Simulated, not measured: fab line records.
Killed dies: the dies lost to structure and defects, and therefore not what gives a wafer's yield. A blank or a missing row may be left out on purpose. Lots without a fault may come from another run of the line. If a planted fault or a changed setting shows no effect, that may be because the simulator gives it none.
Problem report, 8D (eight disciplines) form, completed by code + flow sky130 + the parts of the form that need people (team, actions taken, sign-off) are left out

== 1. WHAT WENT WRONG ==
Wafers free of any fault read 928 nm (standard deviation 9.6) for LI_CONTACT_HDPCVD_THK at SKY_LI_CONTACT_THK_MEAS_01, against a mean of 1218 nm on 4 wafers of 3 lots. Relative to the usual mean, that is a shift of +30 standard deviations.
Earliest sighting: wafer L550.5 on filmMetro-02 at day 31 19:38. The record holds 36 wafers of 12 lots with a number at this step. The rule behind "out" and "out of limits": a value lying over 4 standard deviations away from the usual mean. All remaining wafers that have a number are taken as sound.

== 2. WHAT IT IS, AND WHAT IT ISN'T ==
| question                    | is                                       | is not                                                                                             |
|-----------------------------|------------------------------------------|----------------------------------------------------------------------------------------------------|
| which readings at this step | LI_CONTACT_HDPCVD_THK                    | -                                                                                                  |
| which lots                  | L550, L551, L552                         | L540, L542, L543, L544, L546, L556, L558, L560, L562                                               |
| which wafers of those lots  | L550.5, L551.5, L552.4, L552.5           | L550.1, L550.6, L551.1, L551.6, L552.1                                                             |
| read on which gauges        | filmMetro-02, filmMetro-03, filmMetro-04 | -                                                                                                  |
| when                        | from day 31 19:38                        | up to then (17 sound wafers); but 15 sound wafers of L551, L552, L556, L558, L560, L562 came after |

== 3. THE SUSPECTS, EACH WITH WHAT RULES IT OUT ==
Counting: if a tool at a process step up to the reading ran every lot that is out, it stays a suspect. Sound lots after the first of them don't rule it out here, since some wafers of a struck lot are sound.
- ruled out: the gauge at SKY_LI_CONTACT_THK_MEAS_01. The wafers that are out were read on 3 gauges (filmMetro-02, filmMetro-03, filmMetro-04).
- hdpcvd-01 at SKY_LI_CONTACT_HDPCVD_00 (deposits PSG, target thk 930 nm, time 155 s): kept. Ran every lot that is out, first one L550 (day 31 19:31); last sound lot up to then L546 (day 30 08:32).
Remaining after the count: hdpcvd-01 at SKY_LI_CONTACT_HDPCVD_00.

== 4. THE CAUSE (what the simulator had put in) ==
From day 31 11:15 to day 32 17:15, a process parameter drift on hdpcvd-01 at SKY_LI_CONTACT_HDPCVD_00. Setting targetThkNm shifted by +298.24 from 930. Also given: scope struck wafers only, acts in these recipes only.
Only this tool survived the counting.

== 5. THE CHAIN OF EFFECTS, in route order ==
Each row: a reading whose mean over the struck wafers that have a number lies more than 3 standard deviations from the usual. Scope: only readings with a usual standard deviation given in the record; hours: median across lots of the time from each lot's start at the first step in this table that gives one to its start at this step; sigmas: change in usual standard deviations.
| hours | step                       | reading               | usual  | on struck wafers | change | sigmas |
|-------|----------------------------|-----------------------|--------|------------------|--------|--------|
| 0     | SKY_LI_CONTACT_THK_MEAS_01 | LI_CONTACT_HDPCVD_THK | 928 nm | 1218             | +290   | +30    |
| 0     | SKY_LI_CONTACT_CMP_02      | timeToEndpointS       | 33.8 s | 62.3             | +28.5  | +11    |
The process steps in it:
- SKY_LI_CONTACT_CMP_02: polishes PSG.

== 6. WHAT WOULD HAVE CAUGHT IT SOONER ==
8 hours passed between the start of the fault at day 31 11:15 and the first reading out of limits at a measuring or inspecting step in this record, taken at day 31 19:38.
L551, L552, from the lots that are out (3), started SKY_LI_CONTACT_HDPCVD_00 on hdpcvd-01 later than day 31 19:38. A hold on the tool at that time would have spared those 2.
